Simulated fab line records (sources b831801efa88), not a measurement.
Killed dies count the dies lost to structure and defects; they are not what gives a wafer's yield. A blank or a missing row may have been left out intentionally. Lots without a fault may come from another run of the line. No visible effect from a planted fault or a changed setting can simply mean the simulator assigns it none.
Chamber matching | flow sky130 | SKY_FIELD_ISO_ETCH_17 on rieSi-02 has 4 sister chambers
The step etches Si in HBr/Cl2/O2, target depth 342 nm, time 97.7 s. 4 wafers are shown with their chamber, then 7 later ones without.

WAFERS WITH THEIR CHAMBER
wafer  | chamber | throttleValvePct (%)
L980.1 | 1       | 25.669
L980.4 | 2       | 25.642
L987.2 | 0       | 25.648
L987.3 | 3       | 25.661

WAFERS MISSING THEIR CHAMBER
wafer  | throttleValvePct (%)
L987.5 | 25.658
L993.2 | 25.658
L993.4 | 25.663
L993.6 | 25.645
L994.3 | 25.657
L994.5 | 25.654
L994.6 | 25.660

EACH ONE'S CHAMBER
wafer  | from the rows above          | in truth
L987.5 | 3                            | 3
L993.2 | 3                            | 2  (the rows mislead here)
L993.4 | can't be placed: 3 or 1      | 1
L993.6 | can't be placed: 0 or 2      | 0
L994.3 | can't be placed: 3 or 0      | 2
L994.5 | can't be placed: 0 or 3 or 2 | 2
L994.6 | 3                            | 3
2 of 7 placed correctly. Cannot be placed on the basis of these rows: 4; the candidates contain the true chamber in 3. 1 placed wrongly.
How it was worked out, from the rows above alone: a wafer's distance from a chamber is the root of the sum, over the readings, of the square of ((its reading less the chamber's mean) divided by the reading's scatter). If the next closest chamber is less than 2 further off than the closest, the wafer can't be placed; otherwise it belongs to the closest. The mean given for a chamber averages the wafers shown for that chamber. The scatter: root of mean squared gap, hidden wafer to nearest shown wafer, with one shown wafer a chamber.
